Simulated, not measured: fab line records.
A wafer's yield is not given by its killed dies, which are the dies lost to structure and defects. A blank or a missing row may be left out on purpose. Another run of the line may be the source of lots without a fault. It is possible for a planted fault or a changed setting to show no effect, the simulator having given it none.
What tool caused it?    flow sky130    12 lots with 36 wafers sampled at 6 steps, on a route of 708 steps

WHAT THE GAUGES SHOWED, per wafer
The record holds no reading of a measuring or inspecting step that can be judged against a usual standard deviation.

WHICH TOOL RAN EACH LOT (tool, then ch and the chambers of the sampled wafers, then the start)
lot   SKY_DNWELL_COAT_02                SKY_DNWELL_STRIP_08                  SKY_CONTACT_CVD_00               SKY_CONTACT_SPUTTER_23        SKY_METAL1_SPUTTER_00         SKY_PAD_OPEN_PROBE_99
L958  litho-track-02 ch 0, day 3 13:04  plasma-asher-01 ch 0,1, day 3 21:25  pecvd-03 ch 0,1,2, day 31 13:14  pvd-sputter-01, day 32 17:09  pvd-sputter-04, day 32 17:49  -
L960  litho-track-02 ch 0, day 3 13:47  plasma-asher-03 ch 0,1, day 3 21:49  pecvd-04 ch 0,1,2, day 31 14:23  pvd-sputter-02, day 32 19:14  pvd-sputter-01, day 32 19:53  prober-02, day 46 17:07
L964  litho-track-02 ch 0, day 4 11:22  plasma-asher-02 ch 0,1, day 4 20:04  pecvd-03 ch 0,2, day 33 15:44    pvd-sputter-03, day 34 19:40  pvd-sputter-04, day 34 20:36  prober-02, day 48 08:07
L965  litho-track-02 ch 0, day 4 16:49  plasma-asher-01 ch 0,1, day 5 01:34  pecvd-01 ch 0,1, day 33 16:13    pvd-sputter-02, day 34 20:36  pvd-sputter-01, day 34 21:15  prober-02, day 48 09:31
L973  litho-track-02 ch 0, day 6 15:19  plasma-asher-01 ch 0,1, day 7 00:49  pecvd-03 ch 0,2, day 35 20:32    pvd-sputter-03, day 37 00:11  pvd-sputter-04, day 37 00:50  prober-02, day 49 19:35
L974  litho-track-02 ch 0, day 6 19:22  plasma-asher-02 ch 0,1, day 7 05:01  pecvd-04 ch 1,2, day 36 02:08    pvd-sputter-02, day 37 05:03  pvd-sputter-01, day 37 05:42  -
L975  litho-track-03 ch 0, day 6 19:22  plasma-asher-01 ch 0,1, day 7 05:28  pecvd-01 ch 1,2, day 36 06:05    pvd-sputter-01, day 37 08:40  pvd-sputter-03, day 37 09:19  prober-02, day 50 01:23
L976  litho-track-01 ch 0, day 7 00:55  plasma-asher-02 ch 0,1, day 7 11:31  pecvd-04 ch 0,1,2, day 36 22:20  pvd-sputter-03, day 38 01:13  pvd-sputter-03, day 38 01:52  -
L977  litho-track-01 ch 0, day 7 08:24  plasma-asher-01 ch 0,1, day 7 18:36  pecvd-04 ch 0,1,2, day 36 22:56  pvd-sputter-01, day 38 01:42  pvd-sputter-01, day 38 02:21  -
L978  litho-track-03 ch 0, day 7 14:07  plasma-asher-01 ch 0,1, day 8 00:58  pecvd-03 ch 0,2, day 37 09:58    pvd-sputter-01, day 38 13:05  pvd-sputter-04, day 38 13:45  prober-01, day 50 18:31
L979  litho-track-03 ch 0, day 7 22:10  plasma-asher-02 ch 0,1, day 8 09:13  pecvd-03 ch 1, day 37 14:44      pvd-sputter-03, day 38 17:50  pvd-sputter-04, day 38 18:29  -
L980  litho-track-01 ch 0, day 8 04:06  plasma-asher-02 ch 0,1, day 8 15:22  pecvd-04 ch 0,1,2, day 37 20:04  pvd-sputter-01, day 38 23:14  pvd-sputter-01, day 38 23:58  -
- SKY_DNWELL_COAT_02: resist thk 3000 nm.
- SKY_DNWELL_STRIP_08: strips in O2/N2.
- SKY_CONTACT_CVD_00: deposits Si3N4, target thk 75 nm.
- SKY_CONTACT_SPUTTER_23: material TiN, target thk 20 nm, time 80 s.
- SKY_METAL1_SPUTTER_00: material Ti, target thk 15 nm, time 10 s.
- SKY_PAD_OPEN_PROBE_99

WHAT THE TOOLS THEMSELVES READ (means of the sampled wafers that have a number; where no wafer has one, the mark that the record gives instead)
SKY_DNWELL_COAT_02.
lot   tool            spin-speed-rpm (rpm)
L958  litho-track-02  1999.6
L960  litho-track-02  2000.5
L964  litho-track-02  1999.0
L965  litho-track-02  1998.2
L973  litho-track-02  2000.3
L974  litho-track-02  2001.3
L975  litho-track-03  2002.1
L976  litho-track-01  2001.1
L977  litho-track-01  2000.6
L978  litho-track-03  2000.6
L979  litho-track-03  2001.4
L980  litho-track-01  2000.6

SKY_DNWELL_STRIP_08.
lot   tool             drypump-motor-current-A (A)  oes-product-au (a.u.)  strip-time-to-endpoint-s (s)
L958  plasma-asher-01  6.05                         0.725                  37.02
L960  plasma-asher-03  5.56                         0.723                  36.84
L964  plasma-asher-02  5.68                         0.727                  36.97
L965  plasma-asher-01  6.19                         0.723                  37.04
L973  plasma-asher-01  6.09                         0.719                  26.04
L974  plasma-asher-02  5.66                         0.716                  26.14
L975  plasma-asher-01  6.10                         0.723                  36.96
L976  plasma-asher-02  5.66                         0.720                  36.80
L977  plasma-asher-01  6.17                         0.721                  36.87
L978  plasma-asher-01  6.18                         0.725                  36.95
L979  plasma-asher-02  5.73                         0.724                  37.10
L980  plasma-asher-02  5.73                         0.721                  36.92

SKY_CONTACT_CVD_00.
lot   tool      heater-power-w (W)
L958  pecvd-03  688
L960  pecvd-04  662
L964  pecvd-03  618
L965  pecvd-01  653
L973  pecvd-03  687
L974  pecvd-04  704
L975  pecvd-01  583
L976  pecvd-04  691
L977  pecvd-04  665
L978  pecvd-03  616
L979  pecvd-03  678
L980  pecvd-04  712

SKY_CONTACT_SPUTTER_23.
lot   tool            throttle-valve-pct (%)
L958  pvd-sputter-01  30.6
L960  pvd-sputter-02  29.4
L964  pvd-sputter-03  30.0
L965  pvd-sputter-02  29.9
L973  pvd-sputter-03  30.4
L974  pvd-sputter-02  29.1
L975  pvd-sputter-01  29.3
L976  pvd-sputter-03  30.2
L977  pvd-sputter-01  30.8
L978  pvd-sputter-01  30.1
L979  pvd-sputter-03  29.5
L980  pvd-sputter-01  30.1

SKY_METAL1_SPUTTER_00.
lot   tool            throttle-valve-pct (%)
L958  pvd-sputter-04  29.9
L960  pvd-sputter-01  30.1
L964  pvd-sputter-04  30.5
L965  pvd-sputter-01  30.1
L973  pvd-sputter-04  30.1
L974  pvd-sputter-01  30.9
L975  pvd-sputter-03  30.2
L976  pvd-sputter-03  30.3
L977  pvd-sputter-01  30.2
L978  pvd-sputter-04  31.0
L979  pvd-sputter-04  30.8
L980  pvd-sputter-01  29.9

SKY_PAD_OPEN_PROBE_99.
lot   tool       killed_at_M0_to_M3  killed_at_M4_up  killed-at-contacts  killed-at-front-end  killed-at-other  killed-dies  killed-on-rim  killed-open  killed-short
L960  prober-02  53                  4.0              22                  12                   0.0              91           19             52           38
L964  prober-02  35                  3.7              20                  15                   0.3              74           12             43           31
L965  prober-02  46                  5.0              24                  16                   0.0              91           20             47           44
L973  prober-02  45                  3.0              19                  17                   0.3              85           14             47           38
L975  prober-02  41                  2.3              22                  13                   1.3              79           16             48           32
L978  prober-01  48                  1.7              14                  14                   0.3              78           12             41           37

THE ANSWER, worked out from the rows above alone
Rule: what is usual is taken from the lots themselves. The widest of any qualifying gaps counts: lots, ordered by their means at a reading, are off when they make up no more than a third of the lots, leave a main group of 4 or more, and stand apart from it by 3 or more times the standard deviation of that group's means. A main group whose means are all the same, to the digits that the tables above print for the reading, isn't used. Also off: a lot with no number at a reading for which 4 or more lots have one. The other lots that the step has rows for count as sound. The gauges are gone through in route order, then the tools' own readings, and for those a lot's mean is taken as printed above. At the first step where some lot is off, the reading lying furthest off is the one used; lots without a number count as furthest.
Off, at SKY_DNWELL_STRIP_08 on strip-time-to-endpoint-s: L973, L974. For the main group the mean is 36.95 s and the standard deviation 0.088.
A tool fits if, at that step or a process step before it, it ran every lot that is off, and no sound lot after the first of them. One candidate fits, namely litho-track-02 at SKY_DNWELL_COAT_02. A fault onset in the window from L965 (day 4 16:49, its last sound lot) to L973 (day 6 15:19, its first lot off) fits.

WHAT HAD BEEN PUT IN BY THE SIMULATOR
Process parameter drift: litho-track-02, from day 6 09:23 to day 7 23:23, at SKY_DNWELL_COAT_02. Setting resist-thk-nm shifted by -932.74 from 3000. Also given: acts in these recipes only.
Lots struck among those shown: L973, L974. The rule above reached the same finding.
